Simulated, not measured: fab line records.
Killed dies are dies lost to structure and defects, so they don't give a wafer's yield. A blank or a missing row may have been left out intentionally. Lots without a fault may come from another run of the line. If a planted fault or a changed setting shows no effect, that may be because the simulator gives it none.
Which tool did it? -- flow sky130 -- Sampling: 14 lots, 42 wafers, 3 of 708 route steps

WHAT THE GAUGES READ, wafer by wafer
SKY_METAL2_CD_MEAS_15 targets a cd of 140 nm.
lot,measured,on,cd nm (nm)
L338,day 34 17:59,cd sem-01,141.0 141.5 142.2
L339,day 35 12:52,cd sem-01,137.3 138.3 138.0
L340,day 35 15:17,cd sem-01,137.4 137.5 136.4
L341,day 35 18:37,cd sem-01,138.3 137.6 139.4
L342,day 36 02:07,cd sem-02,141.3 141.0 140.3
L343,day 36 16:10,cd sem-01,138.1 139.0 138.2
L344,day 37 03:23,cd sem-02,141.6 142.7 142.0
L345,day 37 11:07,cd sem-01,138.4 138.9 137.9
L349,day 38 18:07,cd sem-02,137.7 138.2 138.9
L358,day 41 03:07,cd sem-02,139.6 141.2 139.0
L359,day 41 09:05,cd sem-02,136.8 139.5 138.6
L360,day 41 12:38,cd sem-01,139.8 139.5 141.0

WHICH TOOL RAN EACH LOT (tool, then ch and the chambers of the sampled wafers, then the start)
lot,SKY_GATE_OXIDE_WET_ETCH_12,SKY_VIA1_CMP_02
L338,"wet bench-01 ch 1, day 13 12:26","cmp-02 ch 0,1,2, day 32 10:15"
L339,"wet bench-02 ch 1, day 14 03:20","cmp-01 ch 0,1,2, day 33 03:46"
L340,"wet bench-01 ch 1, day 14 07:20","cmp-01 ch 0,1, day 33 07:04"
L341,"wet bench-01 ch 1, day 14 13:47","cmp-01 ch 1,3, day 33 11:47"
L342,"wet bench-02 ch 1, day 15 00:53","cmp-02 ch 0,2,3, day 33 20:22"
L343,"wet bench-01 ch 0, day 15 11:26","cmp-02 ch 1,2, day 34 10:29"
L344,"wet bench-03 ch 2, day 15 20:17","cmp-01 ch 1,2, day 34 21:11"
L345,"wet bench-02 ch 2, day 16 02:35","cmp-02 ch 1,2,3, day 35 04:55"
L348,"wet bench-01 ch 1, day 17 01:47",-
L349,"wet bench-03 ch 2, day 17 17:05","cmp-01 ch 0,1,2, day 36 11:40"
L350,"wet bench-01 ch 0, day 18 00:05",-
L358,"wet bench-03 ch 1, day 20 14:23","cmp-02 ch 0,2,3, day 38 23:25"
L359,"wet bench-01 ch 2, day 21 02:32","cmp-01 ch 2,3, day 39 05:33"
L360,"wet bench-03 ch 3, day 21 08:11","cmp-01 ch 0,1,3, day 39 09:30"
- SKY_GATE_OXIDE_WET_ETCH_12: etches SiO2 in dHF, target depth 16.8 nm, time 336 s.
- SKY_VIA1_CMP_02: polishes SiO2.

WHAT THE TOOLS THEMSELVES READ (means of the sampled wafers that have a number; where no wafer has one, the mark that the record gives instead)
SKY_GATE_OXIDE_WET_ETCH_12.
lot,tool,run length s (s)
L338,wet bench-01,362
L339,wet bench-02,363
L340,wet bench-01,362
L341,wet bench-01,370
L342,wet bench-02,363
L343,wet bench-01,361
L344,wet bench-03,360
L345,wet bench-02,370
L348,wet bench-01,199
L349,wet bench-03,361
L350,wet bench-01,207
L358,wet bench-03,363
L359,wet bench-01,369
L360,wet bench-03,363

SKY_VIA1_CMP_02.
lot,tool,motor current A (A)
L338,cmp-02,11.8
L339,cmp-01,13.1
L340,cmp-01,13.5
L341,cmp-01,12.5
L342,cmp-02,12.4
L343,cmp-02,11.8
L344,cmp-01,13.2
L345,cmp-02,12.2
L349,cmp-01,12.7
L358,cmp-02,12.6
L359,cmp-01,12.1
L360,cmp-01,12.9

THE ANSWER, worked out from the rows above alone
Rule: the lots themselves supply what counts as usual. The widest of any qualifying gaps counts: lots, ordered by their means at a reading, are off when they make up no more than a third of the lots, leave a main group of 4 or more, and stand apart from it by 3 or more times the standard deviation of that group's means. If all means in a main group match to the digits the tables above print for the reading, that group is not used. A lot without any number at a reading at which 4 lots or more have one is off too. The other lots that the step has rows for count as sound. After the gauges, taken in route order, come the tools' own readings; for these a lot's mean is taken, as printed above. At the first step where some lot is off, the reading lying furthest off is the one used; lots without a number count as furthest.
Off: L348, L350, at SKY_GATE_OXIDE_WET_ETCH_12 (run length s). Mean 364 s and standard deviation 3.5 in the main group.
If a tool, at that step or one of the process steps before it, ran each lot that is off and ran no sound lot following the first of them, it fits. None of those tried fits.

WHAT THE SIMULATOR HAD INSERTED
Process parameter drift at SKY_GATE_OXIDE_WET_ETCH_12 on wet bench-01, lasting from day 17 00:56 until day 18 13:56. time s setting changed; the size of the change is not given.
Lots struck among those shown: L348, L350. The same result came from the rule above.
